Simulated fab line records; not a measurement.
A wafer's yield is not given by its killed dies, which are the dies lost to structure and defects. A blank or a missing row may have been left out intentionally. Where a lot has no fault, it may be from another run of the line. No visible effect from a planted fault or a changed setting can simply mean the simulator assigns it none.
Check for tools in common | flow gf180mcu | Sample size 12 lots and 36 wafers

REASON FOR OPENING
GF_V5_THK_MEAS_01, reading V5_CVD_00_THK: flagged on 2 of 12 lots. Fault-free wafers read 298 nm, with a standard deviation of 3.1.
Rule: a lot gets a flag if all its wafers with a number sit over 4 standard deviations from that mean, or if no wafer of it has a number. All remaining lots are regarded as sound.

lot  | measured     | on            | V5_CVD_00_THK (nm), wafer by wafer | flag
L461 | day 26 13:07 | film-metro-01 | 297 302 302                        |
L462 | day 27 04:04 | film-metro-02 | 301 305 299                        |
L463 | day 27 09:49 | film-metro-04 | 296 297 295                        |
L464 | day 27 18:08 | film-metro-02 | 297 297 300                        |
L465 | day 27 23:02 | film-metro-02 | 297 301 298                        |
L467 | day 28 14:46 | film-metro-04 | 296 295 295                        |
L472 | day 30 02:36 | film-metro-02 | 240 236 237                        | FLAGGED
L473 | day 30 12:10 | film-metro-01 | 240 246 243                        | FLAGGED
L474 | day 30 19:26 | film-metro-02 | 298 295 299                        |
L476 | day 31 07:07 | film-metro-01 | 294 292 295                        |
L480 | day 32 06:23 | film-metro-01 | 293 292 296                        |
L481 | day 32 12:52 | film-metro-02 | 298 301 298                        |
The numbers of the flagged lots are 240 nm on average: -58 nm against the usual, or -19 standard deviations.

WHICH TOOL EACH LOT WENT THROUGH
Before the reading, the record contains 2 process steps out of a 602-step route. Each cell gives the tool, then ch followed by the chambers the sampled wafers passed through, then the start.
lot  | flag    | GF_MIM_SPUTTER_03            | GF_V5_CVD_00
L461 |         | pvd-sputter-02, day 24 16:37 | hdpcvd-02 ch 0,1,2, day 26 13:04
L462 |         | pvd-sputter-02, day 25 08:08 | hdpcvd-02 ch 0,1, day 27 04:01
L463 |         | pvd-sputter-02, day 25 14:04 | hdpcvd-01 ch 1,2, day 27 09:46
L464 |         | pvd-sputter-04, day 25 22:47 | hdpcvd-02 ch 1,2, day 27 18:05
L465 |         | pvd-sputter-01, day 26 04:56 | hdpcvd-01 ch 0,2, day 27 22:59
L467 |         | pvd-sputter-04, day 26 21:18 | hdpcvd-01 ch 0,1,2, day 28 14:43
L472 | FLAGGED | pvd-sputter-04, day 28 10:51 | hdpcvd-02 ch 0,1,2, day 30 02:32
L473 | FLAGGED | pvd-sputter-01, day 28 20:31 | hdpcvd-02 ch 0,1, day 30 12:07
L474 |         | pvd-sputter-02, day 29 05:33 | hdpcvd-01 ch 0,1,2, day 30 19:23
L476 |         | pvd-sputter-02, day 29 16:11 | hdpcvd-01 ch 1,2, day 31 07:04
L480 |         | pvd-sputter-01, day 30 18:15 | hdpcvd-01 ch 0,1,2, day 32 06:20
L481 |         | pvd-sputter-02, day 31 00:14 | hdpcvd-01 ch 1,2, day 32 12:47
These steps, and what they do:
- GF_MIM_SPUTTER_03: material Ti, target thk 10 nm, time 6.7 s.
- GF_V5_CVD_00: deposits SiO2, target thk 300 nm, time 50 s.
- GF_V5_THK_MEAS_01

FLAGGED AGAINST TOTAL, ONE TOOL AT A TIME (gauges that did the reading follow at the end)
step              | tool           | lots run | flagged | share of the flagged lots | sound lots run after its first flagged lot
GF_MIM_SPUTTER_03 | pvd-sputter-01 | 3        | 1       | some                      | 1 (L480)
GF_MIM_SPUTTER_03 | pvd-sputter-02 | 6        | 0       | none                      | -
GF_MIM_SPUTTER_03 | pvd-sputter-04 | 3        | 1       | some                      | 0
GF_V5_CVD_00      | hdpcvd-01      | 7        | 0       | none                      | -
GF_V5_CVD_00      | hdpcvd-02      | 5        | 2       | all                       | 0
GF_V5_THK_MEAS_01 | film-metro-01  | 4        | 1       | some                      | 2 (L476,L480)
GF_V5_THK_MEAS_01 | film-metro-02  | 6        | 1       | some                      | 2 (L474,L481)
GF_V5_THK_MEAS_01 | film-metro-04  | 2        | 0       | none                      | -

WHAT IS ALLOWED BY THE TABLE
In the table, 1 row covers all flagged lots: hdpcvd-02 at GF_V5_CVD_00.
- hdpcvd-02 at GF_V5_CVD_00: 2 of its 5 lots flagged. It ran its last sound lot, L464, at day 27 18:05 and its first flagged lot, L472, at day 30 02:32: a fault with its onset between the two fits. Its own readings (sih4-flow-sccm) fall more than 4 standard deviations out on all wafers of the flagged lots.
Just one tool remains: hdpcvd-02 at GF_V5_CVD_00.

WHAT WAS PUT IN BY THE SIMULATOR
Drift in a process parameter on hdpcvd-02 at GF_V5_CVD_00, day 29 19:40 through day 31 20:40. A move of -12 in setting sih4-flow-sccm, from 60. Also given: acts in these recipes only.
Struck lots among those shown: L472, L473. The rule above found the same.
